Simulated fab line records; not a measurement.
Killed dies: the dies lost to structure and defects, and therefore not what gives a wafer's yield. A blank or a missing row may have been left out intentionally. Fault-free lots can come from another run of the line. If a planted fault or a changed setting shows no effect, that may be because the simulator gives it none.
Which tool did it?	flow sky130	18 wafers from 6 lots sampled at 2 of the route's 708 steps

== WHAT EACH GAUGE READ, for each wafer ==
SKY_LI_CONTACT_CD_MEAS_12 targets a cd of 170 nm.
lot	measured	on	cdNm (nm)
L549	day 29 04:36	cdSem-01	170.1 171.1 170.7
L553	day 30 21:25	cdSem-01	172.8 172.0 172.9
L555	day 31 18:10	cdSem-01	170.2 169.7 171.0
L557	day 32 10:43	cdSem-02	170.6 169.9 169.0
L564	day 34 15:29	cdSem-01	163.6 165.4 166.6
L571	day 37 06:17	cdSem-02	169.7 171.0 170.1

== TOOL THAT RAN EACH LOT (tool first, then ch and the chambers of the sampled wafers, then the start) ==
lot	SKY_LI_CONTACT_EXPOSE_09
L549	krfScanner-02 ch 0, day 28 14:38
L553	krfScanner-01 ch 0, day 30 08:13
L555	krfScanner-01 ch 0, day 31 04:37
L557	krfScanner-02 ch 0, day 31 20:28
L564	krfScanner-02 ch 0, day 34 02:38
L571	krfScanner-01 ch 0, day 36 16:56
- SKY_LI_CONTACT_EXPOSE_09: exposes mask LICM1, target cd 170 nm.

== THE ANSWER, worked out from the rows above alone ==
Rule: the lots themselves supply what counts as usual. Put in order of their means at a reading, lots are off if they are a third of the lots or fewer, leave a main group of 4 or more, and stand apart from it by a gap of 3 or more times the standard deviation of the main group's means; of several such gaps the widest counts. The tables above print the reading to a certain number of digits; a main group whose means all agree to those digits is not used. A lot without any number at a reading at which 4 lots or more have one is off too. Any other lot the step has rows for is counted as sound.
Off: L564, at SKY_LI_CONTACT_CD_MEAS_12 (cdNm). Mean 170.7 nm and standard deviation 0.96 in the main group.
If a tool, at a process step before that reading, ran all the lots that are off and no sound lot after the first of them, it fits. The gauges at SKY_LI_CONTACT_CD_MEAS_12 are tried like those tools. Can't be told from this: 2 tools fit, krfScanner-02 at SKY_LI_CONTACT_EXPOSE_09, cdSem-01 at SKY_LI_CONTACT_CD_MEAS_12.

== WHAT THE SIMULATOR HAD INSERTED ==
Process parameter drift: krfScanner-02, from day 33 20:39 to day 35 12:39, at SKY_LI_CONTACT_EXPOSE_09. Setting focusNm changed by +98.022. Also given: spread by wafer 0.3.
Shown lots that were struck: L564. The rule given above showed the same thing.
